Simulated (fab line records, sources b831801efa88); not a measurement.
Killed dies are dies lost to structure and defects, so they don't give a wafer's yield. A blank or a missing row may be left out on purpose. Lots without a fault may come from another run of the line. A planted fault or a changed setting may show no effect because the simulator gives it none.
fab line records | flow sky130
record lots=13 wafers=39 last_day=50
route steps=708 shown FIELD_ISO@15 VT_ADJUST_HVTP@87 LOCAL_INTERCONNECT@399 METAL2@487 PAD_OPEN@708
lots that met no fault: from a run of the same line without faults
start_h: hours from the record's first day to the start of the lot's first wafer shown | wait_h: hours since the lot's step before | " the same as in the row above | L1.1+2: a row that stands for several wafers | - no value, or no start given | * or withheld: withheld | < > ~ a bound
route shown NAME@n: a module of which the file shows steps, and the number in the route of the first | usual: mean/standard deviation of fault-free wafers | same: alike in all rows | chamber/n: place in a boat | sites: the reading at each site | _std_site: their standard deviation | _edge_site: outer sites' mean less inner sites' | radius_mm: how far each site lies from the wafer's centre | mask NAME#n: copy n | behind: the tool/chamber that last shaped the wafer | hold: why the lot was held/for how many hours/how that ended | device: the transistor (n, p or np) that didn't switch | end of line: the same wafers' tests at the end of the route | a step without rows: its recipe alone | killed: dies lost to structure and defects at the first sort, not the wafer's yield | map: a wafer's dies, x killed, . not, _ none there
set.NAME: the setting as run; set.NAME@STEP: as run at that earlier step | model.NAME: the simulator's own value behind a step, which no gauge read
steps of the route over a sample of lots; a table a step, a row a wafer
services: from which hour (start_h, from the record's first day; less than 0 if before it) a tool's chamber was out of use, for how many hours, and why
## steps
# step SKY_FIELD_ISO_ETCH_14
# recipe chemistry=N2/H2 target=BARC ion_energy_ev=200 source_w=500 bias_w=100 pressure_mtorr=30 n2_flow_sccm=100 h2_flow_sccm=200 stop_on=SiO2 time_s=45.9 target_depth_a=600
# usual drypump_motor_current_A=5.58/0.24 n2_flow_sccm=100.0/0.32 oes_product_au=0.855/0.0047 throttle_valve_pct=13.225/0.0098
# columns lot.wafer tool chamber start_h wait_h drypump_motor_current_A n2_flow_sccm oes_product_au rf_hours_counter_h throttle_valve_pct
L280.1 rie_diel-02 0 29.55 0.1 5.14 99.6 0.855 155 13.230
L280.3 " 1 " " 5.89 99.8 0.854 102 13.222
L280.6 " 1 " " 5.89 99.9 0.846 - 13.245
L282.2 rie_diel-03 1 40.89 0.1 5.94 100.2 0.848 10 13.220
L282.4 " 3 " " 5.47 100.1 0.854 - 13.217
L282.6 " 1 " " 5.92 100.0 0.855 - 13.231
L283.2 rie_diel-03 2 44.85 0.1 5.65 99.9 0.859 33 13.237
L283.4 " 3 " " 5.46 100.2 0.860 3 13.237
L283.6 " 3 " " 5.49 100.3 0.855 - 13.213
L285.2 rie_diel-02 1 55.54 0.1 5.78 100.1 0.849 103 13.205
L285.3 " 2 " " 5.66 99.5 0.855 76 13.214
L285.6 " 1 " " 5.86 99.7 0.859 - 13.217
L287.2 rie_diel-04 0 65.56 0.1 5.30 100.2 0.854 34 13.228
L287.3 " 2 " " 5.46 100.2 0.866 0 13.227
L287.6 " 1 " " 5.51 100.0 0.856 - 13.216
L288.1 rie_diel-03 3 69.96 0.1 5.41 99.8 0.856 4 13.236
L288.2 " 1 " " 5.94 100.0 0.859 11 13.219
L288.3 " 2 " " 5.69 100.3 0.853 33 13.234
L296.3 rie_diel-04 1 112.51 0.1 5.52 100.1 0.851 106 13.214
L296.5 " 2 " " 5.43 100.0 0.850 - 13.232
L296.6 " 3 " " 5.49 99.6 0.858 - 13.217
L297.2 rie_diel-04 2 116.81 0.1 5.45 99.9 0.854 1 13.222
L297.3 " 3 " " 5.50 100.3 0.853 54 13.222
L297.5 " 0 " " 5.31 100.0 0.853 - 13.234
L298.2 rie_diel-04 0 122.30 0.1 5.31 99.7 0.858 34 13.240
L298.3 " 2 " " 5.47 100.0 0.852 1 13.226
L298.6 " 2 " " 5.45 100.1 0.849 - 13.222
L299.2 rie_diel-04 3 126.01 0.1 5.52 100.1 0.853 54 13.213
L299.5 " 2 " " 5.47 99.7 0.859 - 13.231
L299.6 " 1 " " 5.49 99.3 0.857 - 13.233
L300.1 rie_diel-02 0 135.99 0.1 5.12 99.8 0.853 157 13.232
L300.4 " 3 " " 5.49 99.7 0.851 83 13.220
L300.5 " 2 " " 5.66 99.6 0.849 - 13.225
L302.1 rie_diel-04 2 148.84 0.1 5.47 100.6 0.861 2 13.221
L302.5 " 1 " " 5.53 99.6 0.858 - 13.219
L302.6 " 0 " " 5.31 100.0 0.851 - 13.224
L303.1 rie_diel-03 0 150.10 0.1 6.05 99.3 0.850 45 13.230
L303.3 " 3 " " 5.49 100.4 0.854 6 13.233
L303.6 " 0 " " 6.03 99.3 0.857 - 13.219
# step SKY_VT_ADJUST_HVTP_COAT_02
# recipe resist=NOVOLAK spin_rpm=3000 resist_thk_nm=1140
# usual spin_speed_rpm=2999.8/1.9
# columns lot.wafer tool chamber start_h wait_h spin_speed_rpm
L280.1 litho_track-01 0 111.13 0.1 2999.4
L280.3 " 0 " " 2999.3
L280.6 " 0 " " 2999.4
L282.2 litho_track-04 0 124.07 0.1 3002.6
L282.4 " 0 " " 3001.6
L282.6 " 0 " " 3000.8
L283.2 litho_track-03 0 129.10 0.1 2998.9
L283.4 " 0 " " 2999.4
L283.6 " 0 " " 3000.3
L285.2 litho_track-03 0 143.60 0.1 2951.6
L285.3 " 0 " " 2949.6
L285.6 " 0 " " 2949.5
L287.2 litho_track-03 0 156.90 0.1 2952.0
L287.3 " 0 " " 2953.4
L287.6 " 0 " " 2951.2
L288.1 litho_track-01 0 160.63 0.1 2998.7
L288.2 " 0 " " 3000.1
L288.3 " 0 " " 2999.9
L296.3 litho_track-01 0 219.93 0.1 2999.1
L296.5 " 0 " " 3000.0
L296.6 " 0 " " 2999.2
L297.2 litho_track-03 0 225.40 0.1 3000.0
L297.3 " 0 " " 2997.6
L297.5 " 0 " " 3000.7
L298.2 litho_track-03 0 232.70 0.1 2999.0
L298.3 " 0 " " 3003.8
L298.6 " 0 " " 2998.6
L299.2 litho_track-03 0 236.50 0.1 3000.9
L299.5 " 0 " " 2998.2
L299.6 " 0 " " 3002.9
L300.1 litho_track-04 0 242.39 0.1 3003.2
L300.4 " 0 " " 3000.0
L300.5 " 0 " " 3002.6
L303.1 litho_track-01 0 253.88 0.1 2997.9
L303.3 " 0 " " 2996.1
L303.6 " 0 " " 2995.0
L302.1 litho_track-03 0 255.82 0.1 3000.2
L302.5 " 0 " " 3001.3
L302.6 " 0 " " 3002.1
# step SKY_LOCAL_INTERCONNECT_OVL_MEAS_12
# usual LOCAL_INTERCONNECT_OVL=1/6.1
# columns lot.wafer tool chamber start_h wait_h LOCAL_INTERCONNECT_OVL[nm]
L280.1 overlay-01 - 700.14 0.1 10
L280.3 " - " " 5
L280.6 " - " " 0
L282.2 overlay-02 - 717.55 0.1 -5
L282.4 " - " " -8
L282.6 " - " " 0
L283.2 overlay-01 - 731.12 0.1 1
L283.4 " - " " -5
L283.6 " - " " -1
L285.2 overlay-01 - 747.20 0.1 -6
L285.3 " - " " -3
L285.6 " - " " -8
L287.2 overlay-02 - 762.97 0.1 -8
L287.3 " - " " 4
L287.6 " - " " -3
L288.1 overlay-02 - 769.19 0.1 1
L288.2 " - " " -5
L288.3 " - " " 9
L296.3 overlay-01 - 840.92 0.1 4
L296.5 " - " " 3
L296.6 " - " " 4
L297.2 overlay-02 - 853.57 0.1 5
L297.3 " - " " -2
L297.5 " - " " -3
L298.2 overlay-01 - 855.25 0.1 0
L298.3 " - " " 13
L298.6 " - " " 3
L299.2 overlay-02 - 859.97 0.1 4
L299.5 " - " " 0
L299.6 " - " " 1
L300.1 overlay-01 - 863.91 0.1 -6
L300.4 " - " " -1
L300.5 " - " " -6
L303.1 overlay-02 - 879.04 0.1 0
L303.3 " - " " 7
L303.6 " - " " -5
L302.1 overlay-01 - 881.34 0.1 -14
L302.5 " - " " -7
L302.6 " - " " -5
# step SKY_METAL2_SPUTTER_04
# recipe material=TiN target_thk_nm=70 power_w=6500 time_s=58.3 chamber_pressure_pa=0.4
# usual throttle_valve_pct=30.5/1.3
# columns lot.wafer tool chamber start_h wait_h throttle_valve_pct
L280.1 pvd_sputter-03 - 787.97 0.0 31.4
L280.3 " - " " 29.4
L280.6 " - " " 30.6
L282.2 pvd_sputter-02 - 804.81 0.0 30.3
L282.4 " - " " 30.2
L282.6 " - " " 30.2
L283.2 pvd_sputter-02 - 817.58 0.0 30.1
L283.4 " - " " 30.3
L283.6 " - " " 30.0
L285.2 pvd_sputter-02 - 832.25 0.0 30.3
L285.3 " - " " 33.3
L285.6 " - " " 31.0
L287.2 pvd_sputter-03 - 847.43 0.0 28.7
L287.3 " - " " 31.3
L287.6 " - " " 30.8
L288.1 pvd_sputter-02 - 854.31 0.0 33.3
L288.2 " - " " 31.0
L288.3 " - " " 30.5
L296.3 pvd_sputter-02 - 922.95 0.0 30.4
L296.5 " - " " 30.2
L296.6 " - " " 30.5
L297.2 pvd_sputter-01 - 936.43 0.0 29.8
L297.3 " - " " 31.1
L297.5 " - " " 31.1
L298.2 pvd_sputter-03 - 938.13 0.0 28.5
L298.3 " - " " 30.7
L298.6 " - " " 30.7
L299.2 pvd_sputter-01 - 943.36 0.0 31.1
L299.5 " - " " 31.1
L299.6 " - " " 29.6
L300.1 pvd_sputter-03 - 945.65 0.0 31.7
L300.4 " - " " 31.0
L300.5 " - " " 29.1
L303.1 pvd_sputter-03 - 959.07 0.0 31.6
L303.3 " - " " 28.9
L303.6 " - " " 28.4
L302.1 pvd_sputter-03 - 961.45 0.0 30.6
L302.5 " - " " 31.7
L302.6 " - " " 28.4
# step SKY_PAD_OPEN_PROBE_99
# usual killed_at_M0_to_M3=44/7.3 killed_at_M4_up=3.1/1.6 killed_at_contacts=24/5.4 killed_at_front_end=15/4 killed_at_other=0.2/0.49 killed_dies=86/10 killed_open=48/7.3 killed_short=38/6.3
# same gross_dies=492 killed_at_back_side=0
# columns lot.wafer tool chamber start_h wait_h killed_at_M0_to_M3 killed_at_M4_up killed_at_contacts killed_at_front_end killed_at_other killed_dies killed_open killed_short
L288.1 prober-02 - 1121.07 0.1 51 3 27 22 1 104 54 50
L288.2 prober-02 - 1121.12 0.1 43 4 26 12 0 85 44 41
L288.3 prober-02 - 1121.17 0.2 47 2 15 15 0 79 38 41
# killed by level:class
L288.1 CONTACT:geometric_particle:open=10 FIELD_ISO:geometric_particle:open=9 METAL1:geometric_particle:short=9 VIA1:geometric_particle:open=8 LI_CONTACT:geometric_particle:open=7 METAL2:geometric_particle:short=7 VIA2:geometric_particle:open=7 CONTACT:geometric_particle:short=6
L288.2 VIA1:geometric_particle:open=11 CONTACT:geometric_particle:open=10 METAL1:geometric_particle:short=8 LOCAL_INTERCONNECT:geometric_particle:short=5 VIA2:geometric_particle:open=5 VIA3:geometric_particle:short=5 LI_CONTACT:geometric_particle:open=4 CONTACT:geometric_particle:short=4
L288.3 VIA1:geometric_particle:open=12 VIA3:geometric_particle:open=7 METAL1:geometric_particle:short=6 VIA1:geometric_particle:short=6 POLY_GATE:geometric_particle:short=5 LOCAL_INTERCONNECT:geometric_particle:short=5 CONTACT:geometric_particle:open=5 FIELD_ISO:geometric_particle:open=4
## services
# columns tool chamber start_h hours kind
pvd_sputter-03 - 96.07 0.6 repair
pvd_sputter-03 - 118.42 27.3 repair
pvd_sputter-03 - 263.09 2.9 repair
pvd_sputter-02 - 272.21 1.6 repair
rie_diel-04 1 342.34 15.5 repair
rie_diel-04 - 371.81 2.8 pm
rie_diel-04 3 380.03 4.3 repair
pvd_sputter-02 - 417.94 0.8 repair
rie_diel-04 0 440.95 8.7 repair
pvd_sputter-02 - 482.28 7.9 repair
rie_diel-04 2 525.26 2.6 repair
rie_diel-04 1 587.38 8.0 repair
rie_diel-04 2 604.30 6.9 repair
rie_diel-04 - 663.54 0.2 repair
pvd_sputter-03 - 668.16 1.2 repair
pvd_sputter-02 - 802.46 1.1 repair
pvd_sputter-02 - 803.03 1.2 repair
pvd_sputter-02 - 811.89 4.4 repair
rie_diel-04 - 820.24 0.3 repair
rie_diel-04 3 858.19 3.9 repair
rie_diel-04 0 861.36 4.6 repair
pvd_sputter-03 - 877.83 0.5 repair
pvd_sputter-03 - 929.30 0.9 repair
pvd_sputter-02 - 935.83 12.5 repair
## key
first_sign step=SKY_VT_ADJUST_HVTP_COAT_02 reading=spin_speed_rpm direction=down sigmas=26 usual=2999.8 struck=2951.2
effect none on later readings
met_at SKY_VT_ADJUST_HVTP_COAT_02
struck_lots L285,L287
tester_left_out L285,L287
not_acting_at SKY_FIELD_ISO_ETCH_14,SKY_LOCAL_INTERCONNECT_OVL_MEAS_12,SKY_METAL2_SPUTTER_04
onset_between 129.10 143.60
fault kind=process_parameter_drift tool=litho_track-03 chamber=- onset_h=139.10 steps=SKY_VT_ADJUST_HVTP_COAT_02 channel=spin_rpm offset=-48.13 shape=step end_h=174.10 acts_in=these_recipes_only stated=3000
# tester_left_out: of these lots the tester's yield and bins aren't shown, on N5 and GAA mostly nor the transistor test; their killed dies are dies lost to structure and defects alone, not to doping, threshold or leakage, so they don't give the yield
